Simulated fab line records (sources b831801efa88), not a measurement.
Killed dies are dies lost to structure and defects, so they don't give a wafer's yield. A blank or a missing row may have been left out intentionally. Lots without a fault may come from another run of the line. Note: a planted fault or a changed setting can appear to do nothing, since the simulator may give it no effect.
Which tool did it?	flow sky130	45 wafers from 15 lots sampled at 2 of the route's 708 steps

## WHAT THE GAUGES SHOWED, per wafer
SKY_CONTACT_RS_MEAS_25: the measuring method here is four-point-probe.
lot	measured	on	CONTACT_W_RS (ohm/sq)
L272	day 31 04:34	filmMetro-01	0.349 0.340 0.343
L273	day 32 00:20	filmMetro-04	0.340 0.343 0.343
L275	day 32 10:20	filmMetro-04	0.336 0.337 0.341
L276	day 32 20:44	filmMetro-02	0.340 0.334 0.342
L277	day 33 07:49	filmMetro-01	0.343 0.336 0.340
L280	day 34 03:13	filmMetro-01	0.345 0.336 0.342
L279	day 34 04:39	filmMetro-01	0.340 0.334 0.336
L281	day 34 17:52	filmMetro-01	0.341 0.342 0.338
L282	day 35 03:41	filmMetro-02	0.344 0.329 0.342
L283	day 35 05:35	filmMetro-01	0.338 0.327 0.342
L289	day 37 02:52	filmMetro-01	0.332 0.341 0.344
L290	day 37 05:55	filmMetro-01	0.342 0.338 0.346
L291	day 37 13:03	filmMetro-04	0.344 0.337 0.341
L292	day 37 18:06	filmMetro-01	0.338 0.343 0.344
L293	day 37 22:45	filmMetro-02	0.329 0.340 0.333

SKY_METAL1_CD_MEAS_15: target cd 140 nm.
lot	measured	on	cdNm (nm)
L272	day 32 09:24	cdSem-01	144.1 142.8 144.0
L273	day 33 03:34	cdSem-02	139.4 139.5 139.9
L275	day 33 14:31	cdSem-01	139.1 139.4 139.0
L276	day 34 00:07	cdSem-01	142.1 141.9 143.6
L277	day 34 11:01	cdSem-01	141.5 142.1 141.3
L280	day 35 07:13	cdSem-01	139.4 138.2 138.9
L279	day 35 07:55	cdSem-01	142.8 142.6 141.2
L281	day 35 21:28	cdSem-02	139.0 138.5 140.1
L282	day 36 06:19	cdSem-02	141.1 142.4 140.9
L283	day 36 08:19	cdSem-02	139.2 137.8 138.8
L289	day 38 04:49	cdSem-02	138.4 137.2 138.4
L290	day 38 08:46	cdSem-01	142.1 141.8 142.7
L291	day 38 14:46	cdSem-01	141.7 142.6 141.7
L292	day 38 20:28	cdSem-02	140.0 141.5 139.0
L293	day 39 01:07	cdSem-02	142.2 142.3 141.6

## TOOL THAT RAN EACH LOT (tool first, then ch and the chambers of the sampled wafers, then the start)
Record: no process step prior to these readings.

## AS READ BY THE TOOLS THEMSELVES (means over the sampled wafers that have a number; for cases with no such wafer, the mark the record gives instead)
The record holds no such reading with a usual standard deviation.

## THE ANSWER, worked out from the rows above alone
Rule: usual is defined by the lots themselves. The widest of any qualifying gaps counts: lots, ordered by their means at a reading, are off when they make up no more than a third of the lots, leave a main group of 4 or more, and stand apart from it by 3 or more times the standard deviation of that group's means. A main group whose means are all the same, to the digits that the tables above print for the reading, isn't used. A lot without any number at a reading at which 4 lots or more have one is off too. Where the step has rows for the other lots, those lots are counted as sound. The gauges are gone through in route order, then the tools' own readings, and for those a lot's mean is taken as printed above. The first step at which some lot is off is used, and at that step the reading that is off furthest; a lot without a number counts as furthest.
No lot is off on any of the readings shown, so nothing can be concluded from this.

## WHAT WAS PUT IN BY THE SIMULATOR
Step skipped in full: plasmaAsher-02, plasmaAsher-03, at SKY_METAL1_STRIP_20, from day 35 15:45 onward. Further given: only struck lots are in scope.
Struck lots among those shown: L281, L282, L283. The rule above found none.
